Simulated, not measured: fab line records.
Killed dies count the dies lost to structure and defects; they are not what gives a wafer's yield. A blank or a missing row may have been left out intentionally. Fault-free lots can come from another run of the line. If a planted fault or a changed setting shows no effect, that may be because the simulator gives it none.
Comparing a struck lot with a sound one    flow sky130    16 out of 708 route steps
Sound: these wafers, L518.1, L518.5, L518.6. Wafers L516.1, L516.2, L516.5 were the ones struck. The cause is given at the end.
Each step with rows lists, per side, the tool, then ch with its chambers, then its first start. Under that, the readings that differ: sound wafers    struck wafers    difference of the means    sigmas: that difference in standard deviations of wafers without a fault.
alike: readings with means less than 2 such deviations apart, plus words and numbers identical on both sides. not compared: withheld readings, readings lacking a value on some wafer, bounds such as >300 that could conceal the same value, and numbers that have no deviation in the record and whose values overlap.
The two part at a step that has a row with sigmas, a row that says differs or no value, or rows on one side only. Numbers that have no deviation but don't overlap get no sigmas and don't part them. Lack of a reading on every wafer of one side parts them only where that side has two or more wafers.

first, 7 steps without rows for these wafers: SKY_METAL3_HMDS_06 (prime time 60 s); SKY_METAL3_COAT_07 (resist thk 60 nm); SKY_METAL3_COAT_08 (resist thk 1140 nm); SKY_METAL3_SOFTBAKE_09 (time 90 s); SKY_METAL3_EXPOSE_10 (exposes mask MM3, target cd 300 nm); SKY_METAL3_PEB_11; SKY_METAL3_DEVELOP_12 (develop time 60 s).
SKY_METAL3_CD_MEAS_13: the cd target is 300 nm.
  sound: cd sem-01 at day 42 00:55; struck: cd sem-02 at day 41 08:16
  alike: cd nm
SKY_METAL3_OVL_MEAS_14:
  sound: overlay-02 at day 42 01:02; struck: overlay-01 at day 41 08:23
  alike: METAL3_OVL
SKY_METAL3_DESCUM_15: chemistry O2, time 8 s.
  sound on rie metal-03 ch 1, day 42 01:04; struck on rie metal-02 ch 0,1, day 41 08:25
  alike: drypump motor current A, oes product au
  not compared: rf hours counter h
SKY_METAL3_ETCH_16: etches BARC in N2/H2, stops on SiO2, time 88.2 s, target depth 60 nm.
  sound on rie metal-03 ch 1, day 42 01:08; struck on rie metal-02 ch 0,1, day 41 08:26
  alike: drypump motor current A, h2 flow sccm, oes product au, run length s, throttle valve pct
  not compared: rf hours counter h
SKY_METAL3_ETCH_17: etches SiO2 in C4F8/O2/Ar, stops on TiN, time 3.9 s, target depth 15 nm.
  sound on rie diel-02 ch 0,1,2, day 42 01:19; struck on rie diel-02 ch 0,1,2, day 41 08:32
  alike: oes product au
SKY_METAL3_METAL_ETCH_18: etches the open film in Cl2/BCl3, stops on SiO2, target depth 845 nm, time 183.1 s.
  sound on rie metal-04 ch 1, day 42 01:20; struck on rie metal-03 ch 1, day 41 08:34
reading                                        sound              struck             difference  sigmas
oes product au (a.u.)                          0.875 0.875 0.873  0.983 0.973 0.983  +0.105      +15
run length s (s)                               211.5 211.4 211.3  190.1 190.1 190.0  -21.3       -27
model.KrF-thick_of_METAL3_COAT_08.thk nm (nm)  541.8 538.6 536.6  574.2 577.2 569.3  +34.6       
  alike: drypump motor current A, throttle valve pct
  not compared: rf hours counter h, model.METAL3.cd nm, model.SiO2_of_VIA2_HDPCVD_00.thk nm
SKY_METAL3_STRIP_19: strips in O2/N2.
  sound on plasma asher-03 ch 0,1, day 42 01:42; struck on plasma asher-04 ch 0,1, day 41 08:55
reading                       sound           struck          difference  sigmas
strip time to endpoint s (s)  6.68 6.64 6.62  7.01 7.02 6.96  +0.35       +4
  alike: drypump motor current A, oes product au
  not compared: rf hours counter h
then, 1 step without rows for these wafers: SKY_METAL3_STRIP_20 (strips in post etch residue remover, time 1200 s).
SKY_PAD_OPEN_PROBE_99:
  sound wafers here have rows in the record (prober-02, day 48 15:47); struck ones have none

## WHERE THEY PART
Earliest at SKY_METAL3_METAL_ETCH_18; latest, in this record, at SKY_PAD_OPEN_PROBE_99.

WHY: whatever the simulator had introduced
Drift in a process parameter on rie metal-03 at SKY_METAL3_METAL_ETCH_18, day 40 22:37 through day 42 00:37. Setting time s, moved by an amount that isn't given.
